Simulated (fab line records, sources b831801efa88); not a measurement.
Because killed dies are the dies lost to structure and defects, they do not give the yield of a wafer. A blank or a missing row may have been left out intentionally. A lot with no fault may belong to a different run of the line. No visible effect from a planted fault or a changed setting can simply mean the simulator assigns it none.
Comparing a struck lot with a sound one -- flow sky130 -- 17 steps out of a route of 708
Sound: wafers L777.1, L777.2, L777.3. Struck: wafers L783.2, L783.4. (L783.6 of the same lot was not struck and is left out.) The cause comes at the end.
At each step with rows: each side's tool, then ch and its chambers, then its first start. Under that, the readings that differ: sound wafers -- struck wafers -- difference of the means -- sigmas: that difference in standard deviations of wafers without a fault.
alike: a reading whose means differ by less than 2 such deviations, as well as words and numbers matching on both sides. not compared: withheld readings; readings where some wafer has no value; bounds like >300 that might hide an equal value; numbers whose values overlap and for which the record gives no deviation.
Wherever a step has rows on one side only, a row that says differs or no value, or a row with sigmas, the two part there. Numbers that have no deviation but don't overlap get no sigmas and don't part them. A reading missing from all wafers of one side parts the sides only when that side holds two or more wafers.

SKY_LOCAL_INTERCONNECT_RS_MEAS_01: measures by four-point-probe.
  struck on film metro-01, day 35 13:42; sound on film metro-01, day 33 16:35
  alike: LOCAL_INTERCONNECT_TIN_RS
SKY_LOCAL_INTERCONNECT_THK_MEAS_02: measures by xrf.
  struck on film metro-01, day 35 13:49; sound on film metro-01, day 33 16:42
  alike: LOCAL_INTERCONNECT_TIN_THK
then, 8 steps without rows for these wafers: SKY_LOCAL_INTERCONNECT_DEHYDRATE_03 (time 60 s); SKY_LOCAL_INTERCONNECT_HMDS_04 (prime time 60 s); SKY_LOCAL_INTERCONNECT_COAT_05 (resist thk 60 nm); SKY_LOCAL_INTERCONNECT_COAT_06 (resist thk 450 nm); SKY_LOCAL_INTERCONNECT_SOFTBAKE_07 (time 90 s); SKY_LOCAL_INTERCONNECT_EXPOSE_08 (exposes mask LI1M, target cd 170 nm); SKY_LOCAL_INTERCONNECT_PEB_09; SKY_LOCAL_INTERCONNECT_DEVELOP_10 (develop time 60 s).
SKY_LOCAL_INTERCONNECT_CD_MEAS_11 targets a cd of 170 nm.
  struck on cd sem-02, day 36 15:43; sound on cd sem-01, day 34 19:50
  alike: cd nm
SKY_LOCAL_INTERCONNECT_OVL_MEAS_12:
  struck on overlay-01, day 36 15:49; sound on overlay-02, day 34 19:57
  alike: LOCAL_INTERCONNECT_OVL
SKY_LOCAL_INTERCONNECT_ETCH_13: etches BARC in N2/H2, stops on SiO2, time 45.9 s, target depth 60 nm.
  sound on rie metal-03 ch 0,1, day 34 19:59; struck on rie metal-03 ch 0, day 36 15:51
reading,sound,struck,difference,sigmas
model.KrF-thick_of_LOCAL_INTERCONNECT_COAT_06.thk nm (nm),390 391.6 390.7,372.2 370.6,-19.4,
model.LOCAL_INTERCONNECT.cd nm (nm),170.7 171 169.9,164.3 166.8,-5.0,
model.SiO2_of_SONOS_ONO_CVD_04.thk nm (nm),4.421 4.36 4.31,3.145 3.1,-1.241,
  alike: drypump motor current A, h2 flow sccm, oes product au, throttle valve pct
  not compared: rf hours counter h
SKY_LOCAL_INTERCONNECT_METAL_ETCH_14: etches TiN in Cl2/BCl3, stops on PSG, target depth 110 nm, time 31.4 s.
  sound on rie metal-03 ch 0,1, day 34 20:03; struck on rie metal-03 ch 0, day 36 15:55
reading,sound,struck,difference,sigmas
model.KrF-thick_of_LOCAL_INTERCONNECT_COAT_06.thk nm (nm),345.4 347.9 346.2,327.7 326.3,-19.5,
model.LOCAL_INTERCONNECT.cd nm (nm),170 170.4 169.2,164.1 166.1,-4.8,
  alike: drypump motor current A, oes product au, throttle valve pct
  not compared: rf hours counter h
SKY_LOCAL_INTERCONNECT_STRIP_15: strips in O2/N2.
  sound on plasma asher-01 ch 0,1, day 34 20:06; struck on plasma asher-03 ch 0, day 36 15:58
reading,sound,struck,difference,sigmas
oes product au (a.u.),0.434 0.429 0.430,0.419 0.412,-0.016,-3
strip time to endpoint s (s),4.682 4.733 4.673,4.499 4.482,-0.205,-10
  alike: drypump motor current A
  not compared: rf hours counter h
then, 1 step without rows for these wafers: SKY_LOCAL_INTERCONNECT_STRIP_16 (strips in post etch residue remover, time 1200 s).
-- here the record skips 14 days between the struck wafers' starts before and after, leaving off in module LOCAL_INTERCONNECT and picking up in module PAD_OPEN (first step shown: number 708 of the route) --
SKY_PAD_OPEN_PROBE_99:
  struck on prober-02, day 50 10:06; sound on prober-02, day 49 02:51
reading,sound,struck,difference,sigmas
model.etest.res li.line ohm um,74.89 73.86 73.8,78.21 75.89,+2.87,
  alike: killed_at_M0_to_M3, killed_at_M4_up, killed at contacts, killed at front end, killed at other, killed dies, killed open, killed short

WHERE THEY PART
SKY_LOCAL_INTERCONNECT_STRIP_15 only, going by this record. Later steps at which nothing parts them and some readings are alike: SKY_PAD_OPEN_PROBE_99.

WHY: the cause the simulator had injected
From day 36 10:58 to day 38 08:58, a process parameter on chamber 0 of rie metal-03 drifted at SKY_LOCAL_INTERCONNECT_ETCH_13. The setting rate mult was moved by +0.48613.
